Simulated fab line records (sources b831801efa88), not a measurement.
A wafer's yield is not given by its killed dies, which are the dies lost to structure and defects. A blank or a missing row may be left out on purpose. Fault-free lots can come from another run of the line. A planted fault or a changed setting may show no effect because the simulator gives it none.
Comparing a struck lot with a sound one    flow sky130    15 steps out of a route of 708
Sound: wafers L725.1, L725.3, L725.6. Struck: wafer L744.5. (L744.2, L744.4 of the same lot were not struck and are left out.) The cause comes at the end.
At each step with rows: each side's tool, then ch and its chambers, then its first start. Under that, the readings that differ: sound wafers    struck wafers    difference of the means    sigmas: that difference in standard deviations of wafers without a fault.
alike: same words and numbers on both sides, and readings whose means sit less than 2 such deviations apart. not compared: any withheld reading, any reading some wafer has no value for, any bound like >300 that may hide the same value, and any number with overlapping values for which the record gives no deviation.
The two part at a step that has a row with sigmas, a row that says differs or no value, or rows on one side only. Numbers that have no deviation but don't overlap get no sigmas and don't part them. A reading that every wafer of one side lacks parts them only if that side has two wafers or more.

first, 6 steps without rows for these wafers: SKY_VIA4_HMDS_05 (prime time 60 s); SKY_VIA4_COAT_06 (resist thk 1140 nm); SKY_VIA4_SOFTBAKE_07 (time 60 s); SKY_VIA4_EXPOSE_08 (exposes mask VIM4, target cd 800 nm); SKY_VIA4_PEB_09; SKY_VIA4_DEVELOP_10 (develop time 60 s).
SKY_VIA4_OVL_MEAS_11:
  sound on overlay-01 at day 43 03:23; struck on overlay-02 at day 48 00:42
  alike: VIA4_OVL
SKY_VIA4_ETCH_12: etches SiO2 in C4F8/O2/Ar, stops on TiN, target depth 580 nm.
  sound on rieDiel-04 ch 0,1,3, day 43 03:25; struck on rieDiel-02 ch 0, day 48 00:44
  alike: oesProductAu
SKY_VIA4_STRIP_13: strips in O2/N2.
  sound on plasmaAsher-04 ch 1, day 43 03:29; struck on plasmaAsher-02 ch 0, day 48 00:49
reading                   sound        struck  difference  sigmas
drypumpMotorCurrentA (A)  6.4 6.4 6.4  5.4     -1.0        -3
  alike: oesProductAu, stripTimeToEndpointS
  not compared: rfHoursCounterH
then, 3 steps without rows for these wafers: SKY_VIA4_STRIP_14 (strips in post etch residue remover, time 1200 s); SKY_VIA4_CLEAN_15 (cleans in IPA, time 180 s); SKY_VIA4_CLEAN_16 (cleans in O3/DIW).
SKY_VIA4_SPUTTER_17: material TiN, target thk 20 nm, time 80 s.
  sound on pvdSputter-01 at day 43 04:05; struck on pvdSputter-03 at day 48 01:24
reading                                  sound              struck  difference  sigmas
model.TiN_of_VIA4_SPUTTER_17.thkNm (nm)  20.26 20.11 20.19  20.43   +0.24       
  alike: throttleValvePct
SKY_VIA4_CVD_18: deposits W, target thk 505 nm, time 152.14 s.
  sound on cvdW-01 ch 0,1, day 43 04:08; struck on cvdW-01 ch 1, day 48 01:28
  alike: heaterPowerW
SKY_PAD_OPEN_PROBE_99:
  rows exist in the record for the sound wafers here (prober-01, day 46 02:35), none for the struck ones

WHERE THEY PART
At SKY_VIA4_STRIP_13 first; at SKY_PAD_OPEN_PROBE_99 last (within this record only).

WHY: what the simulator had put in
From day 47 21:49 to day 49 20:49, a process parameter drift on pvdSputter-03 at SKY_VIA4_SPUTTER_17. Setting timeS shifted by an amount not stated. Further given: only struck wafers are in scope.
